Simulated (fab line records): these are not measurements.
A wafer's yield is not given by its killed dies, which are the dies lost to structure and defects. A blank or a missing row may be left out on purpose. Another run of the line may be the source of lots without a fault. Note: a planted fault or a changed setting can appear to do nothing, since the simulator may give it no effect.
A lot that was struck, set against a sound lot | flow sky130 | 35 out of 708 route steps
Sound: wafers L202.1, L202.5, L202.6. Struck: wafer L207.6 (left out: L207.3, L207.4 of the same lot, which were not struck); the cause appears at the end.
Each step with rows lists, per side, the tool, then ch with its chambers, then its first start. Under that, the readings that differ: sound wafers | struck wafers | difference of the means | sigmas: that difference in standard deviations of wafers without a fault.
alike: readings with means less than 2 such deviations apart, plus words and numbers identical on both sides. not compared: withheld readings, readings lacking a value on some wafer, bounds such as >300 that could conceal the same value, and numbers that have no deviation in the record and whose values overlap.
A row with sigmas, a row that says differs or no value, or rows on one side alone: a step with any of these is where the two part. Numbers that don't overlap but have no deviation are shown without sigmas and don't part them. Lack of a reading on every wafer of one side parts them only where that side has two or more wafers.

first, 10 steps without rows for these wafers: SKY_CONTACT_ETCH_17 (etches SiO2 in C4F8/O2/Ar, stops on Si3N4, target depth 340 nm); SKY_CONTACT_ETCH_18 (etches Si3N4 in CHF3/O2, stops on TiN, time 39 s, target depth 75 nm); SKY_CONTACT_STRIP_19 (strips in O2/N2); SKY_CONTACT_STRIP_20 (strips in post etch residue remover, time 1200 s); SKY_CONTACT_CLEAN_21 (cleans in IPA, time 180 s); SKY_CONTACT_CLEAN_22 (cleans in O3/DIW); SKY_CONTACT_SPUTTER_23 (material TiN, target thk 20 nm, time 80 s); SKY_CONTACT_CVD_24 (deposits W, target thk 340 nm, time 102.12 s); SKY_CONTACT_CMP_27 (polishes, stops on SiO2, t overpolish 15 s, target thk 0 nm); SKY_METAL1_SPUTTER_00 (material Ti, target thk 15 nm, time 10 s).
SKY_METAL1_SPUTTER_01: material TiN, target thk 20 nm, time 16.7 s.
  sound: pvdSputter-01 at day 35 17:25; struck: pvdSputter-02 at day 37 05:15
  alike: cathodeDcPowerW, chamberPressurePa, throttleValvePct
then, 23 steps without rows for these wafers: SKY_METAL1_SPUTTER_02 (material AlCu, target thk 250 nm, time 13.3 s); SKY_METAL1_SPUTTER_03 (material Ti, target thk 5 nm, time 3.3 s); SKY_METAL1_SPUTTER_04 (material TiN, target thk 70 nm, time 58.3 s); SKY_METAL1_DEHYDRATE_07 (time 60 s); SKY_METAL1_HMDS_08 (prime time 60 s); SKY_METAL1_COAT_09 (resist thk 59.4 nm); SKY_METAL1_COAT_10 (resist thk 450 nm); SKY_METAL1_SOFTBAKE_11 (time 90 s); SKY_METAL1_EXPOSE_12 (exposes mask MM1, target cd 140 nm); SKY_METAL1_PEB_13; SKY_METAL1_DEVELOP_14 (develop time 60 s); SKY_METAL1_DESCUM_17 (chemistry O2, time 8 s); SKY_METAL1_ETCH_18 (etches BARC in N2/H2, stops on SiO2, time 45.9 s, target depth 60 nm); SKY_METAL1_METAL_ETCH_19 (etches the open film in Cl2/BCl3, stops on SiO2, target depth 360 nm, time 78 s); SKY_METAL1_STRIP_20 (strips in O2/N2); SKY_METAL1_STRIP_21 (strips in post etch residue remover, time 1200 s); SKY_METAL1_CLEAN_22 (cleans in IPA, time 180 s); SKY_METAL1_CLEAN_23 (cleans in O3/DIW); SKY_VIA1_HDPCVD_00 (deposits SiO2, target thk 1030 nm, time 171.7 s); SKY_VIA1_CMP_02 (polishes SiO2); SKY_VIA1_DEHYDRATE_04 (time 60 s); SKY_VIA1_HMDS_05 (prime time 60 s); SKY_VIA1_COAT_06 (resist thk 60 nm).
-- the record jumps here: 13 days lie between the struck wafers' starts before and after (it left off in module VIA1 and takes up again in module PAD_OPEN, whose first step shown is number 708 of the route) --
SKY_PAD_OPEN_PROBE_99:
  sound: prober-01 at day 48 19:22; struck: prober-02 at day 49 20:42
reading                               | sound              | struck | difference | sigmas
defectLimitedYield (%)                | 81.7 80.7 87.2     | 73.0   | -10.2      | -6
killed_at_M0_to_M3                    | 42 55 34           | 90     | +46        | +7
killedDies                            | 90 95 63           | 133    | +50        | +6
sort_bin_3_pad_short (%)              | 1.0 0.8 0.6        | 5.3    | +4.5       | +12
sort_bin_5_function (%)               | 10.4 12.2 7.9      | 14.0   | +3.8       | +3
sortNPass                             | 402 397 429        | 359    | -50        | -6
sortYieldPct (%)                      | 81.7 80.7 87.2     | 73.0   | -10.2      | -6
model.etest.tester.sortNPass          | 402 397 429        | 359    | -50        | 
model.etest.tester.sortYieldPct (%)   | 81.71 80.69 87.2   | 72.97  | -10.23     | 
model.etest.tester.sort_bin_5_pct (%) | 10.37 12.2 7.927   | 14.02  | +3.85      | 
model.etest.tester.sort_bin_3_pct (%) | 1.016 0.813 0.6098 | 5.285  | +4.472     | 
  alike: killed_at_M4_up, killedAtContacts, killedAtFrontEnd, killedAtOther, killedOpen, killedShort, sort_bin_6_memory

## WHERE THEY PART
Only at SKY_PAD_OPEN_PROBE_99, as far as this record shows.

WHY: the cause the simulator had injected
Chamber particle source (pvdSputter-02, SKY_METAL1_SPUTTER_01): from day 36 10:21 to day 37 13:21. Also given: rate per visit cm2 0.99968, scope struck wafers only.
